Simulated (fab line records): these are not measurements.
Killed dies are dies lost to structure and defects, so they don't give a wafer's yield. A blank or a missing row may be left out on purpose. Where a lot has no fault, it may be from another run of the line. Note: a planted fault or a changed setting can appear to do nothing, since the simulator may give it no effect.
A struck lot beside a sound one :: flow sky130 :: 17 steps out of a route of 708
Sound: these wafers, L909.1, L909.3, L909.5. Wafers L906.4, L906.5, L906.6 were the ones struck. The cause comes at the end.
At each step with rows: each side's tool, then ch and its chambers, then its first start. Under that, the readings that differ: sound wafers :: struck wafers :: difference of the means :: sigmas: that difference in standard deviations of wafers without a fault.
alike: words and numbers the same on both sides, and readings whose means are apart by under 2 such deviations; not compared: readings that were withheld, readings missing a value for some wafer, numbers with overlapping values and no deviation given by the record, and bounds like >300 which may hide the same value.
Wherever a step has rows on one side only, a row that says differs or no value, or a row with sigmas, the two part there. Numbers that have no deviation but don't overlap get no sigmas and don't part them. Lack of a reading on every wafer of one side parts them only where that side has two or more wafers.

first, 9 steps without rows for these wafers: SKY_CAPM_CLEAN_17 (cleans in O3/DIW); SKY_METAL3_DEHYDRATE_05 (time 60 s); SKY_METAL3_HMDS_06 (prime time 60 s); SKY_METAL3_COAT_07 (resist thk 60 nm); SKY_METAL3_COAT_08 (resist thk 1140 nm); SKY_METAL3_SOFTBAKE_09 (time 90 s); SKY_METAL3_EXPOSE_10 (exposes mask MM3, target cd 300 nm); SKY_METAL3_PEB_11; SKY_METAL3_DEVELOP_12 (develop time 60 s).
SKY_METAL3_CD_MEAS_13: target cd 300 nm.
  sound: cdSem-01 at day 41 23:14; struck: cdSem-01 at day 41 09:11
  alike: cdNm
SKY_METAL3_OVL_MEAS_14:
  sound: overlay-02 at day 41 23:21; struck: overlay-02 at day 41 09:16
  alike: METAL3_OVL
SKY_METAL3_DESCUM_15: chemistry O2, time 8 s.
  sound on rieMetal-01 ch 0, day 41 23:23; struck on rieMetal-01 ch 0,1, day 41 09:18
  alike: drypumpMotorCurrentA, oesProductAu
  not compared: rfHoursCounterH
SKY_METAL3_ETCH_16: etches BARC in N2/H2, stops on SiO2, time 88.2 s, target depth 60 nm.
  sound on rieMetal-01 ch 0, day 41 23:27; struck on rieMetal-01 ch 0,1, day 41 09:21
  no value came back on the struck wafers for any of 5 readings (biasW (W), chamberPressureMTorr (mTorr) and others); on the sound wafers biasW (W) reads 100.03 100.08 100.40
reading: model.KrF-thick_of_METAL3_COAT_08.thkNm (nm)
sound: 1085 1084 1083
struck: 1132 1133 1133
difference: +49
sigmas: 
  not compared: rfHoursCounterH
SKY_METAL3_ETCH_17: etches SiO2 in C4F8/O2/Ar, stops on TiN, time 3.9 s, target depth 15 nm.
  sound on rieDiel-02 ch 0,2,3, day 41 23:39; struck on rieDiel-02 ch 0,2,3, day 41 09:26
reading: oesProductAu (a.u.)
sound: 0.748 0.763 0.757
struck: 0.375 0.373 0.373
difference: -0.382
sigmas: -40
  alike: biasW, chamberPressureMTorr
  not compared: rfHoursCounterH
SKY_METAL3_METAL_ETCH_18: etches the open film in Cl2/BCl3, stops on SiO2, target depth 845 nm, time 183.1 s.
  sound on rieMetal-04 ch 1, day 41 23:40; struck on rieMetal-04 ch 0,1, day 41 09:30
reading: oesProductAu (a.u.)
sound: 0.876 0.876 0.875
struck: 0.370 0.378 0.376
difference: -0.501
sigmas: -67

reading: model.KrF-thick_of_METAL3_COAT_08.thkNm (nm)
sound: 539.4 535.5 533.4
struck: 583.3 582.5 591.3
difference: +49.6
sigmas: 
  alike: bcl3FlowSccm, biasW, drypumpMotorCurrentA, throttleValvePct
  not compared: rfHoursCounterH
SKY_METAL3_STRIP_19: strips in O2/N2.
  sound on plasmaAsher-02 ch 0,1, day 41 23:50; struck on plasmaAsher-01 ch 0,1, day 41 09:39
reading: oesProductAu (a.u.)
sound: 0.507 0.505 0.506
struck: 0.528 0.526 0.527
difference: +0.021
sigmas: +4

reading: stripTimeToEndpointS (s)
sound: 6.67 6.63 6.60
struck: 7.11 7.08 7.17
difference: +0.49
sigmas: +6
  alike: drypumpMotorCurrentA
  not compared: rfHoursCounterH
then, 1 step without rows for these wafers: SKY_METAL3_STRIP_20 (strips in post etch residue remover, time 1200 s).

WHERE THEY PART
Earliest at SKY_METAL3_ETCH_16; latest, in this record, at SKY_METAL3_STRIP_19.

WHY: the cause the simulator had injected
Skipped step whole: rieMetal-01, from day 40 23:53 on, at SKY_METAL3_ETCH_16. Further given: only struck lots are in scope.
